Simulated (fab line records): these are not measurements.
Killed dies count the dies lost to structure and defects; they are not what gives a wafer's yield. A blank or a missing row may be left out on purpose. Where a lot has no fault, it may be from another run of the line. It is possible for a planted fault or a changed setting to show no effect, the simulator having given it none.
2 desks looking at one fault	flow sfq line	each desk holds nothing but its own numbers, with what lay behind them at the end

METROLOGY DESK
Lot by lot, what the gauges showed, no matter which tool ran the lot: averages of those sampled wafers that carry a number. A lot is out of limits, marked OUT, if its mean lies more than 4 standard deviations from the usual mean; the brackets give that distance.
Columns: A = M0_NB_RS at SFQ_M0_RS_MEAS_904, usual 0.880 ohm/sq; B = M0_OVL at SFQ_M0_OVL_MEAS_906, usual 1 nm; C = J5_OVL at SFQ_JJ_OVL_MEAS_931, usual -3 nm
lot	first seen here	A	B	C
L771	day 7 13:29	0.881	-3	-8
L772	day 7 22:53	0.891	-3	6
L775	day 9 03:35	0.891	-2	-5
L776	day 9 12:00	0.883	-5	-3
L781	day 11 02:17	0.788 (-9.5) OUT	7	-3
L782	day 11 08:21	0.789 (-9.5) OUT	5	-9
L784	day 11 19:05	0.873	-3	2
L786	day 12 09:37	0.882	-4	-6
L787	day 12 17:10	0.871	3	-5
L788	day 13 01:01	0.886	-3	1
L789	day 13 11:37	0.878	4	0
L790	day 13 20:13	0.878	3	-6
L793	day 14 22:55	0.882	-2	-5
L794	day 15 03:07	0.895	-2	-4
Per this desk, out of limits: L781, L782; the first was L781, day 11 02:17 (M0_NB_RS at SFQ_M0_RS_MEAS_904). In limits: L771, L772, L775, L776, L784, L786, L787, L788, L789, L790, L793, L794.

AT THE TOOL OWNER'S DESK: pvd sputter-06
The tool's own readings at SFQ_TRILAYER_M0_DEP_SPUTTER_019 (material Nb, target thk 200 nm, time 133.3 s): means of the sampled wafers that have a number, for each lot that ran on this tool. A lot is out of limits, marked OUT, if its mean lies more than 4 standard deviations from the usual mean; the brackets give that distance.
Columns: A = chamber pressure pa at SFQ_TRILAYER_M0_DEP_SPUTTER_019, usual 0.1333 Pa; B = throttle valve pct at SFQ_TRILAYER_M0_DEP_SPUTTER_019, usual 30.0 %
lot	first seen here	A	B
L776	day 9 11:53	0.1333	30.6
L781	day 11 02:12	0.1334	30.7
L782	day 11 08:13	0.1332	30.7
L793	day 14 22:49	0.1333	30.8
Result from this desk: across the 4 lots, nothing is out of limits.

TAKEN TOGETHER
At day 11 02:17 the metrology desk could have sounded an alarm, on L781, L782.
The desk of the tool owner found nothing out of limits.
Tool owner's desk: L781, L782 on record, inside its limits.
On pvd sputter-06, each named lot ran SFQ_TRILAYER_M0_DEP_SPUTTER_019.

WHAT THE SIMULATOR PUT IN
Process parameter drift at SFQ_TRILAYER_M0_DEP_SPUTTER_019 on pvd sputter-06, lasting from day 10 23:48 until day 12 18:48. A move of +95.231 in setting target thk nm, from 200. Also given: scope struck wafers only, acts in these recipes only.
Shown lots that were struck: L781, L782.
Delay in hours, fault start to first out-of-limits reading, per desk: metrology desk 2.
